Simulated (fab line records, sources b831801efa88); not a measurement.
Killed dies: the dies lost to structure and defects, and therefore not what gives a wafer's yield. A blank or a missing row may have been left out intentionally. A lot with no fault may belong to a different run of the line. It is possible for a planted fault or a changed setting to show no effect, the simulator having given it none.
Chamber matching + flow sky130 + SKY_METAL3_ETCH_17 on rieDiel-02 has 4 sister chambers
The step etches SiO2 in C4F8/O2/Ar, stops on TiN, time 3.9 s, target depth 15 nm. 4 wafers are shown with their chamber, then 7 later ones without.

WAFERS PAIRED WITH THEIR CHAMBERS
| wafer  | chamber | biasW (W) |
|--------|---------|-----------|
| L732.3 | 3       | 1201      |
| L739.2 | 1       | 1207      |
| L740.1 | 2       | 1200      |
| L740.2 | 0       | 1201      |

WAFERS MISSING THEIR CHAMBER
| wafer  | biasW (W) |
|--------|-----------|
| L740.4 | 1202      |
| L746.3 | 1199      |
| L746.4 | 1198      |
| L746.6 | 1204      |
| L747.4 | 1200      |
| L747.5 | 1201      |
| L747.6 | 1203      |

WHICH CHAMBER EACH WENT THROUGH
| wafer  | from the rows above               | in truth |
|--------|-----------------------------------|----------|
| L740.4 | can't be placed: 0 or 3 or 2      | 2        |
| L746.3 | can't be placed: 2 or 0 or 3      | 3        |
| L746.4 | can't be placed: 2 or 0 or 3      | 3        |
| L746.6 | can't be placed: 0 or 1 or 3 or 2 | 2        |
| L747.4 | can't be placed: 2 or 0 or 3      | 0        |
| L747.5 | can't be placed: 0 or 3 or 2      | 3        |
| L747.6 | can't be placed: 0 or 3 or 2 or 1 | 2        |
Placed correctly: 0 of 7. These rows do not allow placing 7 (true chamber among the candidates in 7). Number placed wrongly: 0.
How it was worked out, from the rows above alone: a wafer's distance from a chamber is the root of the sum, over the readings, of the square of ((its reading less the chamber's mean) divided by the reading's scatter). The wafer belongs to the nearest chamber; if the next one is less than 2 further off, it can't be placed. Each chamber's mean is taken over the wafers shown for it. The scatter (one wafer shown for each chamber): square how far every hidden wafer sits from the nearest shown wafer, average those squares and take the square root.
